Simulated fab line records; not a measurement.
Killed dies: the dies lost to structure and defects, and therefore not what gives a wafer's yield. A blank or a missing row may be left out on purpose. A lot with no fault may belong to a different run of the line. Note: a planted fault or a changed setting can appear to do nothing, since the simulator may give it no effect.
A lot that was struck, set against a sound lot -- flow sky130 -- 16 steps out of a route of 708
Sound: the wafers L809.3, L809.5, L809.6. Wafers L800.1, L800.2, L800.6 were the ones struck. The cause is given at the end.
For every step that has rows: the tool of each side, followed by ch and its chambers, followed by its first start. Under that, the readings that differ: sound wafers -- struck wafers -- difference of the means -- sigmas: that difference in standard deviations of wafers without a fault.
alike: words and numbers the same on both sides, and readings whose means are apart by under 2 such deviations; not compared: readings that were withheld, readings missing a value for some wafer, numbers with overlapping values and no deviation given by the record, and bounds like >300 which may hide the same value.
The two part at a step that has a row with sigmas, a row that says differs or no value, or rows on one side only. When numbers do not overlap yet have no deviation, they are printed without sigmas and do not part them. A reading missing from all wafers of one side parts the sides only when that side holds two or more wafers.

first, 5 steps without rows for these wafers: SKY_POLY_GATE_COAT_08 (resist thk 450 nm); SKY_POLY_GATE_SOFTBAKE_09 (time 90 s); SKY_POLY_GATE_EXPOSE_10 (exposes mask P1M, target cd 150 nm); SKY_POLY_GATE_PEB_11; SKY_POLY_GATE_DEVELOP_12 (develop time 60 s).
SKY_POLY_GATE_CD_MEAS_13 targets a cd of 150 nm.
  sound: cdSem-01 at day 23 02:04; struck: cdSem-01 at day 19 17:05
  alike: cdNm
SKY_POLY_GATE_OVL_MEAS_14:
  sound: overlay-02 at day 23 02:10; struck: overlay-02 at day 19 17:12
  alike: POLY_GATE_OVL
SKY_POLY_GATE_ETCH_15: etches BARC in N2/H2, stops on SiO2, time 118.5 s, target depth 110 nm.
  sound on rieDiel-02 ch 0,3, day 23 02:11; struck on rieDiel-02 ch 0,3, day 19 17:14
  alike: drypumpMotorCurrentA, oesProductAu, throttleValvePct
  not compared: rfHoursCounterH
SKY_POLY_GATE_ETCH_16: etches Si3N4 in CH3F/O2, stops on poly-Si, time 147.5 s, target depth 75 nm.
  sound on rieDiel-02 ch 0,3, day 23 02:16; struck on rieDiel-02 ch 0,3, day 19 17:19
  alike: ch3fFlowSccm, drypumpMotorCurrentA, oesProductAu, throttleValvePct
  not compared: rfHoursCounterH
SKY_POLY_GATE_ETCH_17: etches poly-Si in HBr/Cl2, stops on SiO2, target depth 180 nm, time 70.5 s.
  sound on rieSi-02 ch 0,1,2, day 23 02:22; struck on rieSi-01 ch 0,1,2, day 19 17:25
  alike: drypumpMotorCurrentA, mfcCl2Sccm, oesProductAu, throttleValvePct
  not compared: rfHoursCounterH
SKY_POLY_GATE_STRIP_18: strips in O2/N2.
  sound on plasmaAsher-01 ch 0,1, day 23 02:28; struck on plasmaAsher-03 ch 0,1, day 19 17:28
  alike: drypumpMotorCurrentA, oesProductAu, stripTimeToEndpointS
  not compared: rfHoursCounterH
then, 1 step without rows for these wafers: SKY_POLY_GATE_CLEAN_19 (cleans in SC1/SC2, time 150 s).
SKY_POLY_GATE_OXIDATION_20: stabilise 600 s, purge 300 s, target thk 4 nm.
  sound on furnace-01 ch 0, day 23 02:37; struck on furnace-01 ch 0, day 19 19:23
reading,sound,struck,difference,sigmas
spikeTcBottomC (C),874 874 876,894 892 892,+18,+5
spikeTcCentreC (C),850.0 849.0 848.8,869.9 869.5 870.0,+20.5,+19
spikeTcLowerC (C),849.7 848.6 850.6,867.3 869.3 868.7,+18.8,+17
spikeTcTopC (C),861.9 864.2 864.4,884.3 883.6 883.6,+20.3,+18
spikeTcUpperC (C),848.5 848.9 850.7,867.6 868.4 869.6,+19.2,+17
tubeCenterTempC (C),849.98 849.97 849.93,869.37 869.33 869.4,+19.41,+99 or more
tube_center_temp_C_max,852.1 851.9 852.4,871.6 871.3 871.2,+19.2,+58
zonePowerTopPct (%),31.8 30.9 31.3,32.4 32.3 32.5,+1.1,+3
zonePowerUpperPct (%),16.42 16.75 16.45,17.28 17.44 17.59,+0.90,+5
model.SiO2_of_POLY_GATE_OXIDATION_20.thkNm (nm),4.02 4.035 4.022,5.146 5.105 4.988,+1.054,
SKY_POLY_GATE_THK_MEAS_21:
  sound: filmMetro-02 at day 23 03:53; struck: filmMetro-03 at day 19 20:39
reading,sound,struck,difference,sigmas
POLY_GATE_OXIDATION_THK (nm),4.02 4.06 4.03,5.16 5.10 4.97,+1.04,+13
SKY_POLY_GATE_CD_MEAS_22:
  sound: cdSem-02 at day 23 03:59; struck: cdSem-01 at day 19 20:43
  alike: cdNm
-- a jump in the record: the struck wafers' starts before and after are 28 days apart (it breaks off in module POLY_GATE and resumes in module PAD_OPEN, where the first step shown is number 708 of the route) --
SKY_PAD_OPEN_PROBE_99:
  sound: prober-01 at day 50 08:31; struck: prober-02 at day 48 06:22
reading,sound,struck,difference,sigmas
model.etest.tipSonos.rsOhmSq,2626 2627 2619,2930 2957 2896,+304,
model.etest.tipP.rsOhmSq,6815 6810 6759,7254 7249 7177,+432,
model.etest.tipN.rsOhmSq,443 440.4 439.2,459.5 454.7 454.6,+15.4,
model.etest.resPdiff.rsOhmSq,198.2 202.1 200.9,206.1 206.6 204.7,+5.4,
model.etest.resNdiff.rsOhmSq,120.5 120.2 121.2,124.6 124.6 123.8,+3.7,
  alike: killed_at_M0_to_M3, killed_at_M4_up, killedAtContacts, killedAtFrontEnd, killedAtOther, killedDies, killedOpen, killedShort

== WHERE THEY PART ==
First at SKY_POLY_GATE_OXIDATION_20; last, within this record, at SKY_POLY_GATE_THK_MEAS_21. Later steps at which nothing parts them and some readings are alike: SKY_POLY_GATE_CD_MEAS_22, SKY_PAD_OPEN_PROBE_99.

WHY: what the simulator had put in
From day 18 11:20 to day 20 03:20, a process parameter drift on furnace-01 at SKY_POLY_GATE_OXIDATION_20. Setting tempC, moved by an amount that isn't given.
